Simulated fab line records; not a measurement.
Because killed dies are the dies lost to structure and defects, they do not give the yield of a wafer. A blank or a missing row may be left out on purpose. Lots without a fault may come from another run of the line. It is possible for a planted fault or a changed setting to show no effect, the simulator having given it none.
A lot that was struck, set against a sound lot    flow sky130    16 out of 708 route steps
Sound: the wafers L456.1, L456.2, L456.4. Struck: wafer L452.4. The cause is given at the end.
Order at every step that has rows: each side's tool, ch and its chambers, its first start. Under that, the readings that differ: sound wafers    struck wafers    difference of the means    sigmas: that difference in standard deviations of wafers without a fault.
alike: readings whose means differ by less than 2 such deviations, and words and numbers that are the same on both sides. not compared: withheld readings, readings that some wafer has no value for, bounds like >300 that may hide the same value, and numbers for which the record gives no deviation and whose values overlap.
Wherever a step has rows on one side only, a row that says differs or no value, or a row with sigmas, the two part there. Numbers that don't overlap but have no deviation are shown without sigmas and don't part them. Lack of a reading on every wafer of one side parts them only where that side has two or more wafers.

first, 1 step without rows for these wafers: SKY_VIA4_HDPCVD_00 (deposits SiO2, target thk 1750 nm, time 291.7 s).
SKY_VIA4_THK_MEAS_01:
  sound on film metro-04 at day 44 17:59; struck on film metro-01 at day 43 23:04
  alike: VIA4_HDPCVD_THK
SKY_VIA4_CMP_02: polishes SiO2.
  sound on cmp-02 ch 0,1,3, day 44 18:03; struck on cmp-02 ch 0, day 43 23:15
  alike: motor current A
SKY_VIA4_BOW_MEAS_03:
  sound on film metro-04 at day 44 18:22; struck on film metro-03 at day 43 23:28
  alike: VIA4_BOW
then, 7 steps without rows for these wafers: SKY_VIA4_DEHYDRATE_04 (time 60 s); SKY_VIA4_HMDS_05 (prime time 60 s); SKY_VIA4_COAT_06 (resist thk 1140 nm); SKY_VIA4_SOFTBAKE_07 (time 60 s); SKY_VIA4_EXPOSE_08 (exposes mask VIM4, target cd 800 nm); SKY_VIA4_PEB_09; SKY_VIA4_DEVELOP_10 (develop time 60 s).
SKY_VIA4_OVL_MEAS_11:
  sound on overlay-02 at day 45 15:41; struck on overlay-01 at day 44 20:49
  alike: VIA4_OVL
SKY_VIA4_ETCH_12: etches SiO2 in C4F8/O2/Ar, stops on TiN, target depth 580 nm.
  sound on rie diel-01 ch 1,2,3, day 45 15:44; struck on rie diel-04 ch 2, day 44 20:50
reading                                    sound           struck  difference  sigmas
rf fwd power W (W)                         1484 1485 1489  1244    -242        -47
model.NOVOLAK_of_VIA4_COAT_06.thk nm (nm)  1014 1006 1009  1026    +16         
  alike: oes product au
SKY_VIA4_STRIP_13: strips in O2/N2.
  sound on plasma asher-02 ch 0,1, day 45 15:48; struck on plasma asher-02 ch 1, day 44 20:56
reading                       sound              struck  difference  sigmas
strip time to endpoint s (s)  12.82 12.81 12.79  12.97   +0.16       +5
  alike: drypump motor current A, oes product au
  not compared: rf hours counter h
then, 1 step without rows for these wafers: SKY_VIA4_STRIP_14 (strips in post etch residue remover, time 1200 s).
-- the record jumps here: 3 days lie between the struck wafers' starts before and after (it left off in module VIA4 and takes up again in module PAD_OPEN, whose first step shown is number 708 of the route) --
SKY_PAD_OPEN_PROBE_99:
  sound on prober-02 at day 48 11:51; struck on prober-01 at day 47 17:37
reading                                    sound                    struck   difference  sigmas
model.etest.tip_p_5v.rs ohm sq             2885 2877 2876           2836     -43         
model.etest.pfet_01v8_lvt.drive ua um      173.4 172.9 171.4        179.3    +6.7        
model.etest.pfet g5v0d10v5.off log10 a um  -12.86 -12.88 -12.71     -11.63   +1.19       
model.etest.pfet_01v8_lvt.off log10 a um   -9.128 -8.918 -9.027     -8.413   +0.611      
model.etest.via4 chain.rc ohm              0.7951 0.806 0.8034      0.8823   +0.0808     
model.etest.pfet g5v0d10v5.vt sat v (V)    -0.6544 -0.6787 -0.6597  -0.5362  +0.1281     
model.etest.pfet_16v.vt v (V)              -1.106 -1.114 -1.115     -1.025   +0.087      
  not compared: hold, model.etest.pfet g5v0d10v5.r on ohm um

== WHERE THEY PART ==
Earliest at SKY_VIA4_ETCH_12; latest, in this record, at SKY_VIA4_STRIP_13.

WHY: what the simulator had put in
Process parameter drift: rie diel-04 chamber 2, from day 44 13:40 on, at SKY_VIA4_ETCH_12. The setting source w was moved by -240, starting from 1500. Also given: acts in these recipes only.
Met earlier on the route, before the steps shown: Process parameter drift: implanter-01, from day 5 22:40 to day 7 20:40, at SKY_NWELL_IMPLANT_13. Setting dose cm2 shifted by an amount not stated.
